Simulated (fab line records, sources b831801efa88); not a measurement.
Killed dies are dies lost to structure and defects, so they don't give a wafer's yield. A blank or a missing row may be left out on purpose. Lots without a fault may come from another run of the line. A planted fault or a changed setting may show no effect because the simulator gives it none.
fab line records | flow sky130
record lots=5 wafers=23
route steps=708 shown METAL5@672 PASSIVATION@688 PAD_OPEN@696
start_h: hours from the record's first day to the start of the lot's first wafer shown | wait_h: hours since the lot's step before | " the same as in the row above | L1.1+2: a row that stands for several wafers | - no value, or no start given | * or withheld: withheld | < > ~ a bound
route shown NAME@n: a module of which the file shows steps, and the number in the route of the first | usual: mean/standard deviation of fault-free wafers | same: alike in all rows | chamber/n: place in a boat | sites: the reading at each site | _std_site: their standard deviation | _edge_site: outer sites' mean less inner sites' | radius_mm: how far each site lies from the wafer's centre | mask NAME#n: copy n | behind: the tool/chamber that last shaped the wafer | hold: why the lot was held/for how many hours/how that ended | device: the transistor (n, p or np) that didn't switch | end of line: the same wafers' tests at the end of the route | a step without rows: its recipe alone | killed: dies lost to structure and defects at the first sort, not the wafer's yield | map: a wafer's dies, x killed, . not, _ none there
set.NAME: the setting as run; set.NAME@STEP: as run at that earlier step | model.NAME: the simulator's own value behind a step, which no gauge read
lots whose settings were changed on purpose; a table a step, a row a wafer
## steps
# step SKY_METAL5_EXPOSE_11
# recipe mask_id=MM5 na=0.6 source_shape=conventional sigma_outer=0.6 polarization=unpolarized target_cd_nm=1600 dose_mj=190
# columns lot.wafer tool chamber start_h wait_h mask set.dose_mj
L076.2+3+4 iline_stepper-02 0 - - MM5#0 190
L080.1+3+6 iline_stepper-01 0 - - MM5#0 190
L080.2+4 " 0 " " MM5#0 197
L081.1+5 iline_stepper-02 0 - - MM5#0 184.8
L081.2+3+4 " 0 " " MM5#0 190
L083.2+5 iline_stepper-02 0 - - MM5#0 190
L083.3+4+6 " 0 " " MM5#0 197
L082.1+2+3+4+6 iline_stepper-02 0 - - MM5#0 190
# step SKY_METAL5_PEB_12
# recipe temp_c=withheld time_s=* resist=NOVOLAK
# step SKY_METAL5_DEVELOP_13
# recipe resist=NOVOLAK developer=TMAH develop_time_s=60 dev_temp_c=23
# step SKY_METAL5_DESCUM_14
# recipe chemistry=O2 source_power_w=150 bias_power_w=0 pressure_mtorr=10 temp_c=40 time_s=11
# columns lot.wafer tool chamber start_h wait_h set.dose_mj@METAL5_EXPOSE_11 model.METAL5.cd_nm
L076.2 rie_metal-02 1 1045.17 0.1 190 1597
L076.3 " 1 " " 190 1601
L076.4 " 0 " " 190 -
L080.1 rie_metal-02 1 1078.72 0.1 190 1598
L080.2 " 0 " " 197 1588
L080.3+6 " 0,1 " " 190 1599
L080.4 " 1 " " 197 1591
L081.1+5 rie_metal-02 0 1094.29 0.1 184.8 1604
L081.2 " 1 " " 190 1599
L081.3+4 " 1,0 " " 190 1597
L083.2 rie_metal-03 1 1094.77 0.1 190 1599
L083.3+4 " 1,0 " " 197 1589
L083.5 " 1 " " 190 1600
L083.6 " 0 " " 197 1588
L082.1 rie_metal-04 0 1096.74 0.1 190 1597
L082.2 " 1 " " 190 1595
L082.3 " 1 " " 190 1594
L082.4+6 " 0 " " 190 1596
# step SKY_PASSIVATION_SOFTBAKE_07
# recipe temp_c=110 time_s=withheld
# columns lot.wafer tool chamber start_h wait_h set.temp_c
L076.2+3+4 litho_track-02 0 1056.89 0.1 110
L080.1+2 litho_track-04 0 1089.99 0.1 107.3
L080.3+4+6 " 0 " " 110
L081.1+2 litho_track-02 0 1105.15 0.1 110
L081.3+4+5 " 0 " " 108.5
L083.2+5+6 litho_track-01 0 1105.61 0.1 112.2
L083.3+4 " 0 " " 110
L082.1+2+3+4+6 litho_track-02 0 1107.80 0.1 110
# step SKY_PASSIVATION_EXPOSE_08
# recipe mask_id=NSM target_cd_nm=3000 na=0.57 dose_mj=260
# step SKY_PASSIVATION_PEB_09
# recipe temp_c=115 time_s=withheld
# step SKY_PASSIVATION_DEVELOP_10
# recipe develop_time_s=60 dev_temp_c=23
# columns lot.wafer tool chamber start_h wait_h set.temp_c@PASSIVATION_SOFTBAKE_07 model.coat_of_PASSIVATION_COAT_06.thk_nm
L076.2 litho_track-04 0 - - 110 3004
L076.3 " 0 " " 110 2995
L076.4 " 0 " " 110 2996
L080.1 litho_track-04 0 - - 107.3 3038
L080.2 " 0 " " 107.3 3025
L080.3 " 0 " " 110 3010
L080.4 " 0 " " 110 3006
L080.6 " 0 " " 110 3003
L081.1 litho_track-02 0 - - 110 3002
L081.2 " 0 " " 110 3003
L081.3+4 " 0 " " 108.5 3021
L081.5 " 0 " " 108.5 3025
L083.2 litho_track-04 0 - - 112.2 2959
L083.3 " 0 " " 110 2974
L083.4 " 0 " " 110 2976
L083.5 " 0 " " 112.2 2965
L083.6 " 0 " " 112.2 2969
L082.1 litho_track-01 0 - - 110 2999
L082.2+6 " 0 " " 110 2997
L082.3 " 0 " " 110 2996
L082.4 " 0 " " 110 2992
# step SKY_PAD_OPEN_COAT_02
# recipe spin_rpm=2000 resist_thk_nm=3000
# columns lot.wafer tool chamber start_h wait_h set.resist_thk_nm model.coat_of_PAD_OPEN_COAT_02.thk_nm
L076.2 litho_track-02 0 1078.53 0.1 3000 2998
L076.3 " 0 " " 3000 2993
L076.4 " 0 " " 3000 2991
L080.1 litho_track-02 0 1110.55 0.1 3089 3087
L080.2 " 0 " " 3000 2996
L080.3 " 0 " " 3089 3084
L080.4 " 0 " " 3089 3088
L080.6 " 0 " " 3000 3002
L081.1+3 litho_track-04 0 1124.39 0.1 3000 3006
L081.2 " 0 " " 3107 3111
L081.4+5 " 0 " " 3107 3117
L083.2 litho_track-02 0 1125.98 0.1 3000 3004
L083.3 " 0 " " 3072 3073
L083.4 " 0 " " 3000 2993
L083.5 " 0 " " 3000 3002
L083.6 " 0 " " 3072 3071
L082.1+4 litho_track-02 0 1127.30 0.1 2851 2859
L082.2 " 0 " " 2851 2865
L082.3 " 0 " " 3000 3016
L082.6 " 0 " " 3000 3012
## key
split step=SKY_METAL5_EXPOSE_11 setting=dose_mj stated=190 by=wafer
response step=SKY_METAL5_DESCUM_14 reading=model.METAL5.cd_nm change=-2.66 per=1% r=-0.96
split step=SKY_PASSIVATION_SOFTBAKE_07 setting=temp_c stated=110 by=wafer
response step=SKY_PASSIVATION_DEVELOP_10 reading=model.coat_of_PASSIVATION_COAT_06.thk_nm change=-9.28 per=1% r=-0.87
split step=SKY_PAD_OPEN_COAT_02 setting=resist_thk_nm stated=3000 by=wafer
response step=SKY_PAD_OPEN_COAT_02 reading=model.coat_of_PAD_OPEN_COAT_02.thk_nm change=+30.5 per=1% r=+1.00
